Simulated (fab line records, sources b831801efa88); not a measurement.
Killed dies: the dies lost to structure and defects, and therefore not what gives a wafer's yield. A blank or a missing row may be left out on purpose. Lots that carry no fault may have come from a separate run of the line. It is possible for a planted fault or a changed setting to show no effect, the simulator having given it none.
Matching of chambers    flow gf180mcu    GF_V5_CMP_04 on cmp-01 has 4 sister chambers
The step polishes SiO2. 20 wafers are shown with their chamber, then 10 later ones without.

WAFERS, EACH WITH ITS CHAMBER
wafer   chamber  motor-current-A (A)
L120.1  2        11.8
L120.5  1        10.0
L120.6  2        12.4
L121.3  3        12.9
L121.5  3        13.4
L121.6  0        13.0
L123.1  2        12.5
L123.3  1        10.7
L123.4  0        13.1
L124.3  3        13.9
L124.4  2        12.2
L124.5  1        9.8
L135.2  1        9.7
L135.4  0        12.4
L135.5  3        13.3
L137.1  3        13.4
L137.2  0        13.3
L137.3  1        9.7
L138.2  3        13.1
L138.3  2        12.5

SIGNATURES, as means of the wafers listed above
reading          chamber 0  chamber 1  chamber 2  chamber 3  scatter within a chamber
motor-current-A  12.950     9.980      12.280     13.333     0.36
Rule: a wafer's distance from a chamber is the root of the sum, over the readings, of the square of ((its reading less the chamber's mean) divided by the reading's scatter). If the next closest chamber is less than 2 further off than the closest, the wafer can't be placed; otherwise it belongs to the closest. The scatter: the root of (the sum of the squares of (reading less its chamber's mean) over the shown wafers, divided by (wafers less chambers)).

WAFERS WITH NO CHAMBER GIVEN
wafer   motor-current-A (A)
L138.6  12.9
L139.3  9.9
L139.4  13.3
L139.5  9.8
L141.1  9.7
L141.3  13.6
L141.5  12.6
L142.2  12.2
L142.3  13.3
L142.6  13.4

WHICH CHAMBER EACH ONE RAN IN
wafer   from the rows above           in truth
L138.6  can't be placed: 0 or 3 or 2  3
L139.3  1                             1
L139.4  can't be placed: 3 or 0       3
L139.5  1                             1
L141.1  1                             1
L141.3  can't be placed: 3 or 0       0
L141.5  can't be placed: 2 or 0 or 3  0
L142.2  can't be placed: 2 or 0       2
L142.3  can't be placed: 3 or 0       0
L142.6  can't be placed: 3 or 0       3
3 of 10 placed correctly. These rows do not allow placing 7 (true chamber among the candidates in 7). Wrongly placed: 0.
